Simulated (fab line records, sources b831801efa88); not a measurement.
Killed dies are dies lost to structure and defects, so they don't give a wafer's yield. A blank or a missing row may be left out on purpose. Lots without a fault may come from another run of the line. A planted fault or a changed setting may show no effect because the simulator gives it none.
A struck lot beside a sound one | flow sky130 | 14 steps out of a route of 708
Sound: wafers L923.2, L923.4, L923.5. Struck: wafer L932.1. (L932.4, L932.6 of the same lot were not struck and are left out.) The cause comes at the end.
At each step with rows: each side's tool, then ch and its chambers, then its first start. Under that, the readings that differ: sound wafers | struck wafers | difference of the means | sigmas: that difference in standard deviations of wafers without a fault.
alike: readings whose means differ by less than 2 such deviations, and words and numbers that are the same on both sides. not compared: withheld readings, readings that some wafer has no value for, bounds like >300 that may hide the same value, and numbers for which the record gives no deviation and whose values overlap.
The two part at a step that has a row with sigmas, a row that says differs or no value, or rows on one side only. Numbers that don't overlap but have no deviation are shown without sigmas and don't part them. A reading that every wafer of one side lacks parts them only if that side has two wafers or more.

SKY_VIA2_ETCH_14: etches BARC in N2/H2, stops on SiO2, time 45.9 s, target depth 60 nm.
  sound on rie_diel-03 ch 0,3, day 38 22:38; struck on rie_diel-02 ch 3, day 41 06:05
  alike: bias_w, drypump_motor_current_A, oes_product_au, throttle_valve_pct
  not compared: rf_hours_counter_h
SKY_VIA2_ETCH_15: etches SiO2 in C4F8/O2/Ar, stops on TiN, target depth 546 nm, time 84 s.
  sound on rie_diel-03 ch 0,3, day 38 22:40; struck on rie_diel-02 ch 3, day 41 06:07
  reading    | sound          | struck | difference | sigmas
  bias_w (W) | 1203 1201 1203 | 1194   | -8         | -2
  alike: oes_product_au
  not compared: rf_hours_counter_h
then, 5 steps without rows for these wafers: SKY_VIA2_STRIP_16 (strips in O2/N2); SKY_VIA2_STRIP_17 (strips in post etch residue remover, time 1200 s); SKY_VIA2_CLEAN_18 (cleans in IPA, time 180 s); SKY_VIA2_CLEAN_19 (cleans in O3/DIW); SKY_VIA2_SPUTTER_20 (material TiN, target thk 20 nm, time 80 s).
SKY_VIA2_CVD_21: deposits W, target thk 420 nm, time 126.4 s.
  sound on cvd_w-02 ch 0,1, day 38 23:26; struck on cvd_w-02 ch 1, day 41 06:50
  alike: heater_power_w
SKY_VIA2_RS_MEAS_22: measures by four-point-probe.
  sound on film_metro-01, day 38 23:35; struck on film_metro-03, day 41 06:58
  alike: VIA2_W_RS
SKY_VIA2_THK_MEAS_23: measures by xrf.
  sound on film_metro-01, day 38 23:41; struck on film_metro-03, day 41 07:05
  alike: VIA2_W_THK
SKY_VIA2_CMP_24: polishes, stops on SiO2, t overpolish 20 s, target thk 0 nm.
  sound on cmp-02 ch 0,3, day 38 23:44; struck on cmp-01 ch 2, day 41 07:12
  alike: motor_current_A, overpolish_run_s, time_to_endpoint_s
SKY_METAL3_SPUTTER_00: material Ti, target thk 15 nm, time 10 s.
  sound on pvd_sputter-03, day 39 00:02; struck on pvd_sputter-02, day 41 07:27
  alike: chamber_pressure_pa, throttle_valve_pct
SKY_METAL3_SPUTTER_01: material TiN, target thk 20 nm, time 16.7 s.
  sound on pvd_sputter-03, day 39 00:04; struck on pvd_sputter-02, day 41 07:28
  reading                                    | sound                | struck | difference | sigmas
  chamber_pressure_pa (Pa)                   | 0.3987 0.4000 0.3993 | 0.6644 | +0.2651    | +99 or more
  throttle_valve_pct (%)                     | 29.1 30.1 30.4       | 22.6   | -7.3       | -7
  model.TiN_of_METAL3_SPUTTER_01.thk_nm (nm) | 20.3 20.27 20.08     | 18.19  | -2.03      |
then, 1 step without rows for these wafers: SKY_METAL3_SPUTTER_02 (material AlCu, target thk 735 nm, time 39.1 s).

WHERE THEY PART
First at SKY_VIA2_ETCH_15; last, within this record, at SKY_METAL3_SPUTTER_01.

WHY: what the simulator had put in
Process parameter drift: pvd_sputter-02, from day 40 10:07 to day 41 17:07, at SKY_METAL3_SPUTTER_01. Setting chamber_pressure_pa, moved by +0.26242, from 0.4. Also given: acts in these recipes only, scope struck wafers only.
